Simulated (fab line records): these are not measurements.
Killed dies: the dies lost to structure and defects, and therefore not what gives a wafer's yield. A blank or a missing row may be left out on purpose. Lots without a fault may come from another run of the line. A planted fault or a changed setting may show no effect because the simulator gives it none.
fab line records	flow gf180mcu
[record] lots = 12	wafers = 36	last_day = 34
route steps=602 shown STI@13 NWELL@52 LVPWELL@64 VT_IMPLANT@130 POLY_GATE@175
lots untouched by any fault: they come from a run of this same line in which no faults occurred
start_h: hours from the record's opening day to when the first of the lot's shown wafers began	wait_h: hours from the lot's prior step to this one	" unchanged from the row above	L1.1+2: one row covering several wafers at once	- no value, or no start given	* or withheld: withheld	< > ~ a bound
route shown NAME@n: a module of which the file shows steps, and the number in the route of the first	usual: mean and standard deviation over wafers with no fault	same: alike in all rows	chamber/n: place in a boat	sites: the reading at each site	_std_site: the values' standard deviation	_edge_site: outer sites' mean less inner sites'	radius_mm: how far each site lies from the wafer's centre	mask NAME#n: copy n	behind: the tool/chamber that last shaped the wafer	hold: why the lot went on hold/how many hours it stayed there/how the hold came to an end	device: whichever transistor did not switch (one of n, p or np)	end of line: the route-end tests of the same wafers	step lacking rows: just its recipe	killed: dies that structure and defects cost at the first sort, which is not the same as the wafer's yield	map: per-die view of a wafer (x killed, . not killed, _ where there is no die)
set.NAME: the setting the step ran with; set.NAME@STEP: the setting that earlier step ran with	model.NAME: the simulator's own value behind a step, which no gauge read
steps of the route over a sample of lots; a table a step, a row a wafer
services: a tool's chamber out of use, with start hour (start_h, from the record's first day; less than 0 if before it), hours out, and reason
[[steps]]
[step GF_STI_CD_MEAS_12]
[recipe] target_cd_nm = 220
[usual] cd_nm = 219.8/1.3
lot.wafer	tool	chamber	start_h	wait_h	cd_nm
L155.1	cd_sem-01	-	24.67	0.1	219.8
L155.3	"	-	"	"	219.9
L155.6	"	-	"	"	219.1
L156.3	cd_sem-01	-	32.19	0.1	219.8
L156.4	"	-	"	"	220.5
L156.6	"	-	"	"	220.1
L157.1	cd_sem-01	-	35.65	0.1	220.7
L157.3	"	-	"	"	220.3
L157.5	"	-	"	"	221.8
L158.2	cd_sem-01	-	40.49	0.1	219.7
L158.3	"	-	"	"	220.6
L158.4	"	-	"	"	220.0
L159.3	cd_sem-01	-	46.55	0.1	220.4
L159.4	"	-	"	"	221.1
L159.6	"	-	"	"	220.2
L160.2	cd_sem-02	-	52.08	0.1	220.8
L160.5	"	-	"	"	221.4
L160.6	"	-	"	"	220.4
L163.4	cd_sem-02	-	66.82	0.1	219.3
L163.5	"	-	"	"	219.8
L163.6	"	-	"	"	218.1
L164.1	cd_sem-01	-	71.52	0.1	218.3
L164.2	"	-	"	"	218.4
L164.5	"	-	"	"	218.7
L166.2	cd_sem-02	-	82.05	0.2	219.2
L166.3	"	-	"	"	220.1
L166.6	"	-	"	"	219.6
L170.3	cd_sem-02	-	102.53	0.2	219.6
L170.4	"	-	"	"	217.9
L170.6	"	-	"	"	219.2
L171.3	cd_sem-02	-	107.61	0.1	217.8
L171.5	"	-	"	"	216.5
L171.6	"	-	"	"	216.8
L177.1	cd_sem-01	-	139.16	0.1	221.5
L177.5	"	-	"	"	222.2
L177.6	"	-	"	"	220.7
[step GF_NWELL_STRIP_10]
[recipe] chemistry = O2/N2	power_w = 1400	pressure_mtorr = 1500	platen_temp_c = 250	o2_flow_sccm = 3000	n2_flow_sccm = 300	overash_fraction = 0.5
[usual] drypump_motor_current_A = 5.79/0.25	heater_power_w = 340/17	o2_flow_sccm = 2999/9	oes_product_au = 0.722/0.0045	strip_time_to_endpoint_s = 36.97/0.089
lot.wafer	tool	chamber	start_h	wait_h	drypump_motor_current_A	heater_power_w	o2_flow_sccm	oes_product_au	rf_hours_counter_h	strip_time_to_endpoint_s
L155.1	plasma_asher-03	0	54.39	0.1	5.49	331	3011	0.726	39	37.00
L155.3	"	1	"	"	6.02	365	3006	0.726	-	37.03
L155.6	"	1	"	"	6.04	342	3004	0.723	-	36.96
L156.3	plasma_asher-02	1	63.13	0.1	6.16	380	2993	0.727	-	37.02
L156.4	"	0	"	"	5.52	323	2991	0.718	-	36.79
L156.6	"	0	"	"	5.55	320	3008	0.724	-	36.83
L157.1	plasma_asher-04	0	66.29	0.1	5.73	341	3006	0.717	28	36.94
L157.3	"	0	"	"	5.73	355	3003	0.721	-	36.85
L157.5	"	1	"	"	5.88	331	3000	0.716	-	36.90
L158.2	plasma_asher-03	0	71.34	0.1	5.49	322	3014	0.720	41	36.98
L158.3	"	0	"	"	5.48	326	2999	0.719	-	36.94
L158.4	"	1	"	"	6.04	342	3005	0.719	-	37.00
L159.3	plasma_asher-03	0	77.12	0.1	5.47	328	2999	0.721	-	36.84
L159.4	"	1	"	"	6.03	347	2982	0.716	-	36.79
L159.6	"	0	"	"	5.46	331	2986	0.719	-	36.75
L160.2	plasma_asher-03	1	83.59	0.1	6.04	361	3004	0.726	42	37.09
L160.5	"	1	"	"	6.04	352	2992	0.713	-	37.03
L160.6	"	0	"	"	5.48	332	2996	0.723	-	36.97
L163.4	plasma_asher-02	0	98.67	0.1	5.50	325	3009	0.719	-	36.98
L163.5	"	0	"	"	5.51	304	3014	0.722	-	36.99
L163.6	"	1	"	"	6.17	376	2995	0.716	-	36.99
L164.1	plasma_asher-04	1	104.44	0.1	5.91	324	2986	0.716	31	36.91
L164.2	"	0	"	"	5.73	340	3003	0.725	31	36.93
L164.5	"	1	"	"	5.93	326	2992	0.721	-	36.90
L166.2	plasma_asher-04	0	114.79	0.1	5.72	342	3002	0.720	33	36.96
L166.3	"	1	"	"	5.92	326	3004	0.717	-	37.04
L166.6	"	1	"	"	5.96	329	3012	0.719	-	36.86
L170.3	plasma_asher-04	0	137.62	0.1	5.75	345	2993	0.714	-	37.07
L170.4	"	1	"	"	5.90	320	2986	0.730	-	37.05
L170.6	"	0	"	"	5.75	346	2997	0.717	-	37.10
L171.3	plasma_asher-04	1	143.58	0.1	5.91	320	3000	0.969	-	-
L171.5	"	0	"	"	5.74	349	2997	0.968	-	-
L171.6	"	1	"	"	5.92	321	3013	0.972	-	-
L177.1	plasma_asher-03	1	175.54	0.1	6.03	348	3001	0.721	55	37.04
L177.5	"	0	"	"	5.47	335	3000	0.722	-	37.04
L177.6	"	1	"	"	6.03	352	2997	0.713	-	36.93
[step GF_LVPWELL_STRIP_10]
[recipe] chemistry = O2/N2	power_w = 1400	pressure_mtorr = 1500	platen_temp_c = 250	o2_flow_sccm = 3000	n2_flow_sccm = 300	overash_fraction = 0.5
[usual] drypump_motor_current_A = 5.78/0.19	heater_power_w = 343/21	o2_flow_sccm = 3000/9.4	oes_product_au = 0.722/0.0044	strip_time_to_endpoint_s = 36.97/0.11
lot.wafer	tool	chamber	start_h	wait_h	drypump_motor_current_A	heater_power_w	o2_flow_sccm	oes_product_au	rf_hours_counter_h	strip_time_to_endpoint_s
L155.1	plasma_asher-04	1	68.58	0.1	5.92	317	3006	0.722	28	36.83
L155.3	"	1	"	"	5.91	326	3002	0.721	-	36.88
L155.6	"	0	"	"	5.72	337	3000	0.722	-	36.82
L156.3	plasma_asher-04	1	76.77	0.1	5.95	324	3000	0.716	-	37.01
L156.4	"	0	"	"	5.74	347	2985	0.722	-	37.18
L156.6	"	0	"	"	5.73	337	2993	0.723	-	37.05
L157.1	plasma_asher-04	0	79.74	0.1	5.71	337	3008	0.721	29	36.90
L157.3	"	1	"	"	5.92	321	2998	0.727	-	36.87
L157.5	"	1	"	"	5.92	331	2993	0.729	-	36.99
L158.2	plasma_asher-04	1	85.24	0.1	5.95	326	2987	0.724	29	37.00
L158.3	"	0	"	"	5.76	347	3004	0.722	-	37.06
L158.4	"	1	"	"	5.94	322	3008	0.725	-	37.17
L159.3	plasma_asher-02	0	90.57	0.1	5.56	314	2991	0.721	-	37.02
L159.4	"	1	"	"	6.18	380	2980	0.718	-	36.96
L159.6	"	0	"	"	5.51	322	2997	0.726	-	36.94
L160.2	plasma_asher-02	1	97.34	0.1	6.16	376	3008	0.713	41	36.91
L160.5	"	1	"	"	6.18	375	3006	0.719	-	36.98
L160.6	"	0	"	"	5.53	315	3004	0.724	-	36.85
L163.4	plasma_asher-01	1	113.54	0.1	5.55	360	3022	0.724	-	37.01
L163.5	"	0	"	"	5.67	364	2992	0.723	-	37.13
L163.6	"	1	"	"	5.55	361	3009	0.723	-	36.93
L164.1	plasma_asher-01	1	119.29	0.1	5.54	365	2997	0.723	48	37.00
L164.2	"	0	"	"	5.68	361	3010	0.724	48	36.97
L164.5	"	1	"	"	5.55	359	2997	0.724	-	36.92
L166.2	plasma_asher-01	0	129.56	0.1	5.67	372	2988	0.734	50	37.16
L166.3	"	0	"	"	5.69	366	2992	0.722	-	37.18
L166.6	"	1	"	"	5.54	360	2997	0.722	-	37.12
L170.3	plasma_asher-04	1	153.23	0.1	5.94	320	3003	0.729	-	36.96
L170.4	"	0	"	"	5.73	354	2997	0.726	-	36.87
L170.6	"	1	"	"	5.90	317	3009	0.717	-	36.97
L171.3	plasma_asher-01	0	159.52	0.1	5.69	362	2992	0.718	-	38.64
L171.5	"	1	"	"	5.54	350	3002	0.726	-	38.69
L171.6	"	0	"	"	5.66	370	2997	0.732	-	38.59
L177.1	plasma_asher-04	0	192.31	0.1	5.73	351	2988	0.721	43	36.96
L177.5	"	0	"	"	5.74	345	2992	0.723	-	36.86
L177.6	"	1	"	"	5.97	322	3003	0.718	-	36.95
[step GF_VT_IMPLANT_OVL_MEAS_40]
[usual] VT_IMPLANT_03_OVL = 1.0/1.2
lot.wafer	tool	chamber	start_h	wait_h	VT_IMPLANT_03_OVL[nm]
L155.1	overlay-02	-	157.50	0.1	3.0
L155.3	"	-	"	"	1.7
L155.6	"	-	"	"	2.4
L156.3	overlay-02	-	166.76	0.1	0.7
L156.4	"	-	"	"	1.0
L156.6	"	-	"	"	2.1
L157.1	overlay-02	-	169.65	0.1	0.3
L157.3	"	-	"	"	1.3
L157.5	"	-	"	"	0.4
L158.2	overlay-01	-	175.51	0.1	-0.4
L158.3	"	-	"	"	0.8
L158.4	"	-	"	"	2.0
L159.3	overlay-01	-	183.26	0.1	-0.2
L159.4	"	-	"	"	1.9
L159.6	"	-	"	"	1.4
L160.2	overlay-01	-	191.31	0.1	-1.3
L160.5	"	-	"	"	0.3
L160.6	"	-	"	"	0.3
L163.4	overlay-02	-	210.57	0.1	5.1
L163.5	"	-	"	"	2.7
L163.6	"	-	"	"	2.9
L164.1	overlay-01	-	217.55	0.1	-0.4
L164.2	"	-	"	"	-0.6
L164.5	"	-	"	"	0.1
L166.2	overlay-01	-	229.76	0.1	1.0
L166.3	"	-	"	"	-0.9
L166.6	"	-	"	"	-0.7
L170.3	overlay-02	-	257.96	0.1	1.7
L170.4	"	-	"	"	1.0
L170.6	"	-	"	"	1.7
L171.3	overlay-02	-	265.81	0.1	0.8
L171.5	"	-	"	"	0.5
L171.6	"	-	"	"	0.8
L177.1	overlay-02	-	305.05	0.1	3.9
L177.5	"	-	"	"	2.6
L177.6	"	-	"	"	0.5
[step GF_POLY_GATE_CD_MEAS_18]
[usual] cd_nm = 279.5/1.7
lot.wafer	tool	chamber	start_h	wait_h	cd_nm
L155.1	cd_sem-02	-	200.43	0.1	277.7
L155.3	"	-	"	"	278.0
L155.6	"	-	"	"	281.0
L156.3	cd_sem-02	-	209.35	0.1	282.6
L156.4	"	-	"	"	282.6
L156.6	"	-	"	"	283.5
L157.1	cd_sem-01	-	212.63	0.1	278.9
L157.3	"	-	"	"	280.4
L157.5	"	-	"	"	281.6
L158.2	cd_sem-01	-	217.85	0.1	279.6
L158.3	"	-	"	"	279.4
L158.4	"	-	"	"	278.4
L159.3	cd_sem-01	-	225.90	0.1	279.4
L159.4	"	-	"	"	279.1
L159.6	"	-	"	"	277.0
L160.2	cd_sem-01	-	234.52	0.1	277.5
L160.5	"	-	"	"	277.2
L160.6	"	-	"	"	277.1
L163.4	cd_sem-01	-	256.01	0.1	280.9
L163.5	"	-	"	"	280.9
L163.6	"	-	"	"	281.8
L164.1	cd_sem-02	-	262.79	0.1	280.4
L164.2	"	-	"	"	280.3
L164.5	"	-	"	"	281.4
L166.2	cd_sem-02	-	275.12	0.1	280.3
L166.3	"	-	"	"	281.9
L166.6	"	-	"	"	281.5
L170.3	cd_sem-01	-	306.76	0.1	279.8
L170.4	"	-	"	"	280.4
L170.6	"	-	"	"	278.6
L171.3	cd_sem-02	-	314.81	0.1	277.1
L171.5	"	-	"	"	276.9
L171.6	"	-	"	"	277.0
L177.1	cd_sem-02	-	354.68	0.1	281.4
L177.5	"	-	"	"	280.4
L177.6	"	-	"	"	279.4
[[services]]
tool	chamber	start_h	hours	kind
plasma_asher-01	-	31.28	2.8	pm
plasma_asher-02	-	108.79	9.0	pm
plasma_asher-02	0	108.79	51.6	vent_cycle
plasma_asher-02	1	108.79	51.6	vent_cycle
plasma_asher-02	-	113.64	46.8	repair
plasma_asher-02	0	117.79	-	clean
plasma_asher-02	1	117.79	-	clean
plasma_asher-01	-	141.14	7.8	pm
plasma_asher-02	-	160.39	14.6	pm
plasma_asher-02	-	176.57	6.6	repair
[[key]]
[first_sign] step = GF_NWELL_STRIP_10	reading = oes_product_au	direction = up	sigmas = 55	usual = 0.722	struck = 0.970
[effect] step = GF_LVPWELL_STRIP_10	reading = strip_time_to_endpoint_s	direction = up	sigmas = 15	usual = *	struck = *
met_at GF_NWELL_STRIP_10
struck_lots L171
tester_left_out L171
not_acting_at GF_STI_CD_MEAS_12,GF_VT_IMPLANT_OVL_MEAS_40,GF_POLY_GATE_CD_MEAS_18
onset_between 137.62 143.58
[fault] kind = strip_aborted	tool = plasma_asher-04	chamber = -	onset_h = 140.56	steps = GF_NWELL_STRIP_10	offset = 0.36201	end_h = 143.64
// tester_left_out: of these lots the tester's yield and bins aren't shown, on N5 and GAA mostly nor the transistor test; their killed dies are dies lost to structure and defects alone, not to doping, threshold or leakage, so they don't give the yield
